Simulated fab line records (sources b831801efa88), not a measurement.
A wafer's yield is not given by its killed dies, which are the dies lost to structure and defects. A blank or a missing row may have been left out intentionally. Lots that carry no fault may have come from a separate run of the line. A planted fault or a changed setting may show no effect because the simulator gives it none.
Which tool did it?    flow gf180mcu    42 wafers from 14 lots sampled at 4 of the route's 602 steps

WHAT THE GAUGES SHOWED, per wafer
GF_M1_RS_MEAS_05: a four-point-probe measurement. Usual: M1_ALCU_RS gives 0.0695 ohm/sq (standard deviation 0.00081).
lot   measured      on             M1_ALCU_RS (ohm/sq)   flag
L917  day 16 01:50  film-metro-01  0.0696 0.0702 0.0699  
L918  day 17 03:57  film-metro-02  0.0696 0.0715 0.0716  
L920  day 17 12:32  film-metro-01  0.0669 0.0672 0.0685  
L919  day 17 15:32  film-metro-01  0.0693 0.0691 0.0686  
L923  day 18 11:16  film-metro-02  0.0683 0.0680 0.0697  
L924  day 19 01:22  film-metro-02  0.0694 0.0701 0.0701  
L925  day 19 10:03  film-metro-04  0.0693 0.0698 0.0694  
L927  day 20 00:43  film-metro-02  0.0696 0.0696 0.0702  
L928  day 20 11:07  film-metro-04  0.0698 0.0699 0.0686  
L929  day 20 13:58  film-metro-01  0.0699 0.0706 0.0703  
L932  day 21 16:40  film-metro-01  0.0688 0.0703 0.0698  
L935  day 22 20:02  film-metro-02  0.0690 0.0682 0.0693  
L936  day 23 01:19  film-metro-04  0.0706 0.0703 0.0695  
L940  day 24 05:07  film-metro-01  0.0701 0.0689 0.0691  

GF_M1_THK_MEAS_06: measures by xrf. Usual: M1_ALCU_THK gives 445 nm (standard deviation 5.9).
lot   measured      on             M1_ALCU_THK (nm)  flag
L917  day 16 01:56  film-metro-01  446 442 444       
L918  day 17 04:04  film-metro-02  445 430 430       
L920  day 17 12:38  film-metro-01  464 462 453       
L919  day 17 15:38  film-metro-01  450 446 451       
L923  day 18 11:23  film-metro-02  452 455 442       
L924  day 19 01:29  film-metro-02  445 443 441       
L925  day 19 10:10  film-metro-04  446 441 444       
L927  day 20 00:50  film-metro-02  445 441 438       
L928  day 20 11:14  film-metro-04  445 445 454       
L929  day 20 14:05  film-metro-01  444 439 443       
L932  day 21 16:47  film-metro-01  451 440 445       
L935  day 22 20:10  film-metro-02  447 458 446       
L936  day 23 01:24  film-metro-04  442 444 449       
L940  day 24 05:13  film-metro-01  444 447 450       

EACH LOT AND THE TOOL THAT RAN IT (in order: tool; ch and the chambers of the sampled wafers; start)
lot   GF_PSD_RTA_13                     GF_CONTACT_SPUTTER_23
L917  rtp-anneal-02 ch 0, day 14 04:42  pvd-sputter-03, day 16 00:58
L918  rtp-anneal-01 ch 0, day 15 05:13  pvd-sputter-02, day 17 03:05
L920  rtp-anneal-01 ch 0, day 15 12:25  pvd-sputter-03, day 17 11:38
L919  rtp-anneal-02 ch 0, day 15 16:10  pvd-sputter-03, day 17 14:33
L923  rtp-anneal-02 ch 0, day 16 09:21  pvd-sputter-04, day 18 10:26
L924  rtp-anneal-02 ch 0, day 16 23:34  pvd-sputter-03, day 19 00:32
L925  rtp-anneal-02 ch 0, day 17 07:50  pvd-sputter-04, day 19 09:11
L927  rtp-anneal-01 ch 0, day 17 20:22  pvd-sputter-03, day 19 23:46
L928  rtp-anneal-02 ch 0, day 18 07:11  pvd-sputter-03, day 20 10:17
L929  rtp-anneal-02 ch 0, day 18 10:34  pvd-sputter-03, day 20 13:08
L932  rtp-anneal-02 ch 0, day 19 13:11  pvd-sputter-04, day 21 15:50
L935  rtp-anneal-02 ch 0, day 20 17:28  pvd-sputter-04, day 22 19:01
L936  rtp-anneal-02 ch 0, day 20 22:45  pvd-sputter-04, day 23 00:25
L940  rtp-anneal-01 ch 0, day 22 03:45  pvd-sputter-03, day 24 04:15
- GF_PSD_RTA_13: time 20 s.
- GF_CONTACT_SPUTTER_23: material TiN, target thk 10 nm, time 40 s.

AS READ BY THE TOOLS THEMSELVES (means over the sampled wafers that have a number; for cases with no such wafer, the mark the record gives instead)
GF_PSD_RTA_13. Usual: anneal-temp-c-max 1031.2, standard deviation 1.3; lamp-power-pct 31.9 %, standard deviation 0.69; wafer_temp_C_max 1028.6, standard deviation 0.95.
lot   tool           anneal-temp-c-max  lamp-power-pct (%)  wafer_temp_C_max  flag
L917  rtp-anneal-02  1030.7             32.2                1028.6            
L918  rtp-anneal-01  1029.9             30.5                1029.7            
L920  rtp-anneal-01  1029.5             30.5                1029.9            
L919  rtp-anneal-02  1031.3             32.2                1028.4            
L923  rtp-anneal-02  1031.9             32.2                1028.6            
L924  rtp-anneal-02  1030.7             32.1                1027.7            
L925  rtp-anneal-02  1031.8             32.2                1028.3            
L927  rtp-anneal-01  1029.6             30.5                1029.7            
L928  rtp-anneal-02  1031.7             32.2                1028.8            
L929  rtp-anneal-02  1030.4             32.2                1028.0            
L932  rtp-anneal-02  1032.4             32.2                1028.2            
L935  rtp-anneal-02  1031.8             32.2                1028.0            
L936  rtp-anneal-02  1031.6             32.2                1027.5            
L940  rtp-anneal-01  1029.7             30.5                1029.8            

GF_CONTACT_SPUTTER_23. Usual: throttle-valve-pct reads 29.9 % (standard deviation 1).
lot   tool            throttle-valve-pct (%)  flag
L917  pvd-sputter-03  29.0                    
L918  pvd-sputter-02  29.5                    
L920  pvd-sputter-03  30.4                    
L919  pvd-sputter-03  28.7                    
L923  pvd-sputter-04  30.6                    
L924  pvd-sputter-03  29.2                    
L925  pvd-sputter-04  30.5                    
L927  pvd-sputter-03  29.8                    
L928  pvd-sputter-03  29.9                    
L929  pvd-sputter-03  29.5                    
L932  pvd-sputter-04  30.3                    
L935  pvd-sputter-04  30.0                    
L936  pvd-sputter-04  30.2                    
L940  pvd-sputter-03  29.1                    

THE ANSWER, worked out from the rows above alone
Rule: a lot is off if the mean of its wafers that have a number lies more than 3 standard deviations from the usual mean. A lot without any number at a reading at which 4 lots or more have one is off too. The other lots that the step has rows for count as sound. The gauges are gone through in route order, then the tools' own readings, and for those a lot's mean is taken as printed above. At the first step where some lot is off, the reading lying furthest off is the one used; lots without a number count as furthest.
No lot is off at any reading shown: from this, nothing can be told.

WHAT WAS PUT IN BY THE SIMULATOR
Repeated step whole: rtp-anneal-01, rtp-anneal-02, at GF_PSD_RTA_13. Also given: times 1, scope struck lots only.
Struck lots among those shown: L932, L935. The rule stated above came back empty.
